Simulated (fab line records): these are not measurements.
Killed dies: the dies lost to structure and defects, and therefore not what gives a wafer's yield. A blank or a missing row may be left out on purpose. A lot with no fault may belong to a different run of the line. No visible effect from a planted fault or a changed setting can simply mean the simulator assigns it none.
Chamber matching | flow sky130 | 4 sister chambers for SKY_VIA2_ETCH_14 on rie-diel-02
The step etches BARC in N2/H2, stops on SiO2, time 45.9 s, target depth 60 nm. 16 wafers are shown with their chamber, then 8 later ones without.

== WAFERS WITH THEIR CHAMBER ==
wafer  | chamber | drypump-motor-current-A (A) | run-length-s (s) | oes-product-au (a.u.)
L340.1 | 0       | 6.6                         | 74.1             | 0.850
L340.2 | 3       | 5.7                         | 74.6             | 0.860
L340.4 | 0       | 6.6                         | 74.2             | 0.854
L342.2 | 2       | 5.7                         | 75.0             | 0.854
L342.4 | 2       | 5.6                         | 75.1             | 0.856
L343.1 | 2       | 5.7                         | 74.6             | 0.859
L343.2 | 3       | 5.7                         | 74.5             | 0.859
L344.1 | 2       | 5.7                         | 74.6             | 0.860
L344.4 | 1       | 5.5                         | 73.4             | 0.854
L354.4 | 0       | 6.7                         | 74.3             | 0.848
L354.5 | 2       | 5.5                         | 74.9             | 0.852
L354.6 | 1       | 5.5                         | 73.6             | 0.857
L355.1 | 3       | 5.8                         | 74.5             | 0.862
L355.4 | 1       | 5.5                         | 73.4             | 0.843
L355.6 | 0       | 6.6                         | 74.2             | 0.851
L356.2 | 1       | 5.5                         | 73.5             | 0.852

SIGNATURES (means of the wafers above)
reading                 | chamber 0 | chamber 1 | chamber 2 | chamber 3 | scatter within a chamber
drypump-motor-current-A | 6.625     | 5.500     | 5.640     | 5.733     | 0.062
run-length-s            | 74.200    | 73.475    | 74.840    | 74.533    | 0.149
oes-product-au          | 0.85075   | 0.85150   | 0.85620   | 0.86033   | 0.00384
Rule: for each reading, subtract the chamber's mean from the wafer's reading, divide by that reading's scatter and square the result; add these up over the readings and take the root, which gives the wafer's distance from the chamber. The wafer belongs to the nearest chamber; if the next one is less than 2 further off, it can't be placed. The scatter: take each reading less its chamber's mean, square it, sum over the shown wafers, divide by the number of wafers less the number of chambers, and take the root.

== WAFERS WITH NO CHAMBER GIVEN ==
wafer  | drypump-motor-current-A (A) | run-length-s (s) | oes-product-au (a.u.)
L356.3 | 6.6                         | 74.2             | 0.857
L356.5 | 5.7                         | 74.6             | 0.850
L358.1 | 5.5                         | 74.0             | 0.859
L358.2 | 5.7                         | 75.3             | 0.855
L358.5 | 5.6                         | 74.9             | 0.853
L360.2 | 6.6                         | 74.2             | 0.864
L360.3 | 5.5                         | 73.8             | 0.854
L360.4 | 5.7                         | 75.3             | 0.854

== WHICH CHAMBER EACH WENT THROUGH ==
wafer  | from the rows above     | in truth
L356.3 | 0                       | 0
L356.5 | can't be placed: 2 or 3 | 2
L358.1 | can't be placed: 1 or 3 | 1
L358.2 | 2                       | 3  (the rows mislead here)
L358.5 | 2                       | 2
L360.2 | 0                       | 0
L360.3 | 1                       | 1
L360.4 | 2                       | 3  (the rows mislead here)
Correct placement for 4 of the 8. Not placeable from these rows: 2 (in 2, the candidates include the true chamber). Placed wrongly: 2.
